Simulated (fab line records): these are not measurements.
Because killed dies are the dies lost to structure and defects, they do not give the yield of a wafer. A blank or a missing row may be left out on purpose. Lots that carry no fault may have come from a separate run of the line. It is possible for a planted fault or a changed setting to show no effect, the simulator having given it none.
fab line records ; flow sky130 ; part 2 of 2: steps 30 to 41 of 41
[record] lots = 5; wafers = 15; last-day = 50
route steps=708 shown RES_XHIGH@332 SD_N@342 SD_P@359 SALICIDE@361 LI_CONTACT@362
lots with no fault: from the same line, run without faults
start-h: hours from the record's first day to the start of the lot's first wafer shown ; wait-h: hours from the lot's prior step to this one ; " as in the row above ; L1.1+2: a row that stands for several wafers ; - either no value or no given start ; * or withheld: withheld ; < > ~ a bound
route shown NAME@n: a module of which the file shows steps, and the number in the route of the first ; usual: mean/standard deviation taken from wafers without a fault ; same: alike in all rows ; chamber/n: place in a boat ; sites: readings site by site ; _std_site: the standard deviation of these ; _edge_site: mean of outer sites minus mean of inner sites ; radius-mm: how far each site lies from the wafer's centre ; mask NAME#n: copy n ; behind: the tool/chamber that last shaped the wafer ; hold: reason for holding the lot/hours on hold/outcome of the hold ; device: the transistor (n, p or np) that didn't switch ; end of line: tests of these same wafers at the route's end ; a step without rows: its recipe alone ; killed: at the first sort, the dies lost to defects and structure; wafer yield is something else ; map: the dies of a wafer, with x for killed, . for not killed, _ for no die there
set.NAME: the setting that was run; set.NAME@STEP: the one run at that earlier step ; model.NAME: the simulator's own value behind a step, which no gauge read
lots at some steps of the route; a table a step, a row a wafer
services: a tool's chamber out of use, with start hour (start-h, from the record's first day; less than 0 if before it), hours out, and reason
[[steps]]
[step SKY_LI_CONTACT_HDPCVD_00]
[recipe] material = PSG; target-thk-nm = 930; sigma-open-frac = 0.3; time-s = 155; temp-c = 600; sih4-flow-sccm = 60; pressure-mtorr = 6
lot.wafer;tool;chamber;start-h;wait-h
L076.2+3+6;hdpcvd-02;1,0,1;661.13;0.0
L078.1+3+5;hdpcvd-02;1,2,0;678.45;0.0
L085.1+4+6;hdpcvd-01;1,1,2;739.25;0.0
L089.1+2+5;hdpcvd-01;0,1,0;772.85;0.0
L092.1+2+6;hdpcvd-01;0,1,1;806.75;0.0
[step SKY_LI_CONTACT_THK_MEAS_01]
[recipe] reads = PSG_of_LI_CONTACT_HDPCVD_00
[usual] LI_CONTACT_HDPCVD_THK = 931/8
lot.wafer;tool;chamber;start-h;wait-h;LI_CONTACT_HDPCVD_THK[nm]
L076.2;film-metro-03;-;661.25;0.1;937
L076.3;film-metro-03;-;661.25;0.1;925
L076.6;film-metro-03;-;661.25;0.1;945
L078.1;film-metro-01;-;678.55;0.1;933
L078.3;film-metro-01;-;678.55;0.1;937
L078.5;film-metro-01;-;678.55;0.1;931
L085.1;film-metro-03;-;739.35;0.1;927
L085.4;film-metro-03;-;739.35;0.1;943
L085.6;film-metro-03;-;739.35;0.1;930
L089.1;film-metro-01;-;773.00;0.1;938
L089.2;film-metro-01;-;773.00;0.1;924
L089.5;film-metro-01;-;773.00;0.1;937
L092.1;film-metro-04;-;806.85;0.1;940
L092.2;film-metro-04;-;806.85;0.1;937
L092.6;film-metro-04;-;806.85;0.1;928
[step SKY_LI_CONTACT_CMP_02]
[recipe] material = PSG; down-force-psi = 4; platen-rpm = 60; pad-velocity-m-s = 0.94248
[usual] head-pressure-psi = 4.000/0.0085; motor-current-A = 12.1/0.82; time-to-endpoint-s = 33.2/2.5
lot.wafer;tool;chamber;start-h;wait-h;head-pressure-psi;motor-current-A;time-to-endpoint-s
L076.2;cmp-02;2;661.35;0.1;4.000;12.1;34.5
L076.3;cmp-02;3;661.35;0.1;4.007;13.0;32.4
L076.6;cmp-02;2;661.35;0.1;4.005;11.6;37.9
L078.1;cmp-02;1;678.61;0.1;4.002;12.5;32.6
L078.3;cmp-02;3;678.61;0.1;4.005;13.6;31.3
L078.5;cmp-02;1;678.61;0.1;3.999;11.2;34.1
L085.4;cmp-01;3;739.41;0.0;4.001;13.0;34.9
L085.1;cmp-01;1;739.41;0.0;3.989;12.9;34.2
L085.6;cmp-01;3;739.41;0.0;3.982;13.2;32.6
L089.1;cmp-01;0;773.16;0.1;4.006;10.0;34.5
L089.2;cmp-01;1;773.16;0.1;4.009;12.7;31.7
L089.5;cmp-01;2;773.16;0.1;3.988;11.6;35.6
L092.2;cmp-01;0;806.96;0.1;3.999;10.9;34.0
L092.1;cmp-01;1;806.96;0.1;4.003;12.5;34.0
L092.6;cmp-01;0;806.96;0.1;4.002;11.3;29.2
[step SKY_LI_CONTACT_BOW_MEAS_03]
[recipe] mode = bow
[usual] LI_CONTACT_BOW = 55/6.2
lot.wafer;tool;chamber;start-h;wait-h;LI_CONTACT_BOW[um]
L076.2;film-metro-04;-;661.62;0.2;53
L076.3;film-metro-04;-;661.62;0.2;53
L076.6;film-metro-04;-;661.62;0.2;56
L078.1;film-metro-01;-;678.91;0.2;60
L078.3;film-metro-01;-;678.91;0.2;48
L078.5;film-metro-01;-;678.91;0.2;41
L085.1;film-metro-03;-;739.71;0.1;35
L085.4;film-metro-03;-;739.71;0.1;49
L085.6;film-metro-03;-;739.71;0.1;61
L089.1;film-metro-01;-;773.36;0.1;52
L089.2;film-metro-01;-;773.36;0.1;61
L089.5;film-metro-01;-;773.36;0.1;60
L092.1;film-metro-01;-;807.21;0.1;55
L092.2;film-metro-01;-;807.21;0.1;52
L092.6;film-metro-01;-;807.21;0.1;52
[step SKY_LI_CONTACT_DEHYDRATE_04]
[recipe] temp-c = 200; time-s = 60
lot.wafer;tool;chamber;start-h;wait-h
L076.2+3+6;litho-track-04;0;675.23;13.6
L078.1+3+5;litho-track-03;0;692.47;13.5
L085.1+4+6;litho-track-03;0;752.82;13.1
L089.1+2+5;litho-track-04;0;786.10;12.7
L092.1+2+6;litho-track-02;0;820.42;13.2
[step SKY_LI_CONTACT_HMDS_05]
[recipe] prime-time-s = 60; prime-temp-c = 120
[usual] prime-temp-c = 119.99/0.12
lot.wafer;tool;chamber;start-h;wait-h;prime-temp-c
L076.2;litho-track-04;0;675.38;0.1;119.92
L076.3;litho-track-04;0;675.38;0.1;120.09
L076.6;litho-track-04;0;675.38;0.1;120.13
L078.1;litho-track-03;0;692.62;0.1;119.69
L078.3;litho-track-03;0;692.62;0.1;119.90
L078.5;litho-track-03;0;692.62;0.1;119.92
L085.1;litho-track-03;0;752.97;0.1;119.94
L085.4;litho-track-03;0;752.97;0.1;120.05
L085.6;litho-track-03;0;752.97;0.1;120.16
L089.1;litho-track-04;0;786.25;0.1;119.94
L089.2;litho-track-04;0;786.25;0.1;119.89
L089.5;litho-track-04;0;786.25;0.1;119.84
L092.1;litho-track-02;0;820.57;0.1;119.98
L092.2;litho-track-02;0;820.57;0.1;120.05
L092.6;litho-track-02;0;820.57;0.1;119.95
[step SKY_LI_CONTACT_COAT_06]
[recipe] resist = BARC; temp-c = withheld; time-s = withheld; spin-rpm = 3000; resist-thk-nm = 60
[usual] dispense-pressure-kPa = 49.0/3; spin-speed-rpm = 3000.1/2.1
lot.wafer;tool;chamber;start-h;wait-h;dispense-pressure-kPa;spin-speed-rpm
L076.2;litho-track-04;0;675.53;0.1;51.9;2997.3
L076.3;litho-track-04;0;675.53;0.1;51.9;2999.5
L076.6;litho-track-04;0;675.53;0.1;51.9;2998.5
L078.1;litho-track-03;0;692.77;0.1;45.2;2999.7
L078.3;litho-track-03;0;692.77;0.1;45.1;2997.8
L078.5;litho-track-03;0;692.77;0.1;45.2;2999.0
L085.1;litho-track-03;0;753.12;0.1;45.3;3001.5
L085.4;litho-track-03;0;753.12;0.1;45.2;3001.0
L085.6;litho-track-03;0;753.12;0.1;45.2;3000.3
L089.1;litho-track-04;0;786.40;0.1;52.0;3001.3
L089.2;litho-track-04;0;786.40;0.1;51.9;2996.3
L089.5;litho-track-04;0;786.40;0.1;52.0;3000.9
L092.1;litho-track-02;0;820.72;0.1;47.3;2999.2
L092.2;litho-track-02;0;820.72;0.1;47.4;2999.1
L092.6;litho-track-02;0;820.72;0.1;47.4;2999.5
[step SKY_LI_CONTACT_COAT_07]
[recipe] resist = KrF-thick; spin-rpm = 3000; resist-thk-nm = 450
[usual] dispense-pressure-kPa = 49/3; spin-speed-rpm = 3000.1/2.1
lot.wafer;tool;chamber;start-h;wait-h;dispense-pressure-kPa;spin-speed-rpm
L076.2;litho-track-04;0;-;-;52;3000.7
L076.3;litho-track-04;0;-;-;52;2999.8
L076.6;litho-track-04;0;-;-;52;3004.0
L078.1;litho-track-03;0;-;-;45;3000.2
L078.3;litho-track-03;0;-;-;45;2997.9
L078.5;litho-track-03;0;-;-;45;3000.2
L085.1;litho-track-03;0;-;-;45;2999.9
L085.4;litho-track-03;0;-;-;45;3000.0
L085.6;litho-track-03;0;-;-;45;3002.1
L089.1;litho-track-04;0;-;-;52;3002.8
L089.2;litho-track-04;0;-;-;52;2998.9
L089.5;litho-track-04;0;-;-;52;3001.0
L092.1;litho-track-02;0;-;-;47;3001.1
L092.2;litho-track-02;0;-;-;47;2999.3
L092.6;litho-track-02;0;-;-;47;3000.8
[step SKY_LI_CONTACT_SOFTBAKE_08]
[recipe] temp-c = 100; time-s = 90; resist = KrF-thick
lot.wafer;tool;chamber;start-h;wait-h
L076.2+3+6;litho-track-04;0;-;-
L078.1+3+5;litho-track-03;0;-;-
L085.1+4+6;litho-track-03;0;-;-
L089.1+2+5;litho-track-04;0;-;-
L092.1+2+6;litho-track-02;0;-;-
[step SKY_LI_CONTACT_EXPOSE_09]
[recipe] mask-id = LICM1; na = 0.8; source-shape = annular; sigma-inner = 0.55; sigma-outer = 0.85; target-cd-nm = 170; dose-mj = 38
lot.wafer;tool;chamber;start-h;wait-h;mask
L076.2+3+6;krf-scanner-01;0;-;-;LICM1#0
L078.1+3+5;krf-scanner-01;0;-;-;LICM1#0
L085.1+4+6;krf-scanner-02;0;-;-;LICM1#0
L089.1+2+5;krf-scanner-01;0;-;-;LICM1#0
L092.1+2+6;krf-scanner-01;0;-;-;LICM1#0
[step SKY_LI_CONTACT_PEB_10]
[recipe] peb-temp-c = withheld; peb-time-s = withheld; resist = KrF-thick
lot.wafer;tool;chamber;start-h;wait-h
L076.2+3+6;litho-track-04;0;-;-
L078.1+3+5;litho-track-02;0;-;-
L085.1+4+6;litho-track-02;0;-;-
L089.1+2+5;litho-track-03;0;-;-
L092.1+2+6;litho-track-03;0;-;-
[step SKY_LI_CONTACT_DEVELOP_11]
[recipe] develop-time-s = 60; resist = KrF-thick; dev-temp-c = 21
[same] develop-time-s = 60
lot.wafer;tool;chamber;start-h;wait-h
L076.2+3+6;litho-track-04;0;-;-
L078.1+3+5;litho-track-02;0;-;-
L085.1+4+6;litho-track-02;0;-;-
L089.1+2+5;litho-track-03;0;-;-
L092.1+2+6;litho-track-03;0;-;-
[[services]]
tool;chamber;start-h;hours;kind
plasma-asher-04;-;597.73;10.6;repair
krf-scanner-01;-;609.16;0.7;repair
plasma-asher-03;-;618.50;5.6;repair
krf-scanner-01;-;620.75;0.2;repair
iline-stepper-01;-;633.09;0.8;repair
plasma-asher-03;-;638.39;21.8;repair
krf-scanner-01;-;650.25;1.0;pm
iline-stepper-01;-;650.54;5.6;repair
implanter-03;-;655.95;3.8;repair
krf-scanner-01;-;660.01;0.8;repair
krf-scanner-01;-;676.34;1.3;pm
rtp-anneal-02;-;677.02;2.8;pm
plasma-asher-04;-;679.46;2.8;pm
krf-scanner-01;-;685.60;0.8;pm
plasma-asher-04;-;692.07;13.4;repair
plasma-asher-04;-;706.34;2.1;repair
implanter-01;-;723.79;2.1;pm
implanter-03;-;732.07;2.4;repair
plasma-asher-04;-;733.33;7.1;repair
iline-stepper-01;-;737.46;1.7;pm
iline-stepper-01;-;762.77;1.3;repair
implanter-03;-;768.88;1.9;repair
iline-stepper-01;-;821.99;2.1;pm
plasma-asher-03;-;827.67;14.6;pm
